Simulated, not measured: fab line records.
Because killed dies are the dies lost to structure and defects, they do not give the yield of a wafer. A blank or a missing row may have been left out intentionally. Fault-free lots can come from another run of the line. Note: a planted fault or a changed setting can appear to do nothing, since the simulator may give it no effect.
Matching of chambers || flow sky130 || 3 sister chambers for SKY_VIA2_HDPCVD_00 on hdpcvd-02
The step deposits SiO2, target thk 1180 nm, time 196.7 s. 3 wafers are shown with their chamber, then 6 later ones without.

== WAFERS PAIRED WITH THEIR CHAMBERS ==
{"wafer": "L990.1", "chamber": 1, "runLengthS (s)": 224.9}
{"wafer": "L990.3", "chamber": 2, "runLengthS (s)": 224.3}
{"wafer": "L990.5", "chamber": 0, "runLengthS (s)": 226.3}

== WAFERS WITH NO CHAMBER GIVEN ==
{"wafer": "L991.1", "runLengthS (s)": 224.4}
{"wafer": "L991.3", "runLengthS (s)": 225.5}
{"wafer": "L991.6", "runLengthS (s)": 225.4}
{"wafer": "L993.1", "runLengthS (s)": 224.5}
{"wafer": "L993.3", "runLengthS (s)": 225.8}
{"wafer": "L993.6", "runLengthS (s)": 226.0}

== EACH ONE'S CHAMBER ==
{"wafer": "L991.1", "from the rows above": "can't be placed: 2 or 1", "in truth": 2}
{"wafer": "L991.3", "from the rows above": "can't be placed: 1 or 0 or 2", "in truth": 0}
{"wafer": "L991.6", "from the rows above": "can't be placed: 1 or 0 or 2", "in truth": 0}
{"wafer": "L993.1", "from the rows above": "can't be placed: 2 or 1", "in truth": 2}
{"wafer": "L993.3", "from the rows above": "can't be placed: 0 or 1", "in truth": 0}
{"wafer": "L993.6", "from the rows above": "can't be placed: 0 or 1", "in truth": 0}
Correct placement for 0 of the 6. These rows do not allow placing 6 (true chamber among the candidates in 6). 0 placed wrongly.
How it was worked out, from the rows above alone: a wafer's distance from a chamber is the root of the sum, over the readings, of the square of ((its reading less the chamber's mean) divided by the reading's scatter). The wafer belongs to the nearest chamber; if the next one is less than 2 further off, it can't be placed. The mean given for a chamber averages the wafers shown for that chamber. The scatter: root of mean squared gap, hidden wafer to nearest shown wafer, with one shown wafer a chamber.
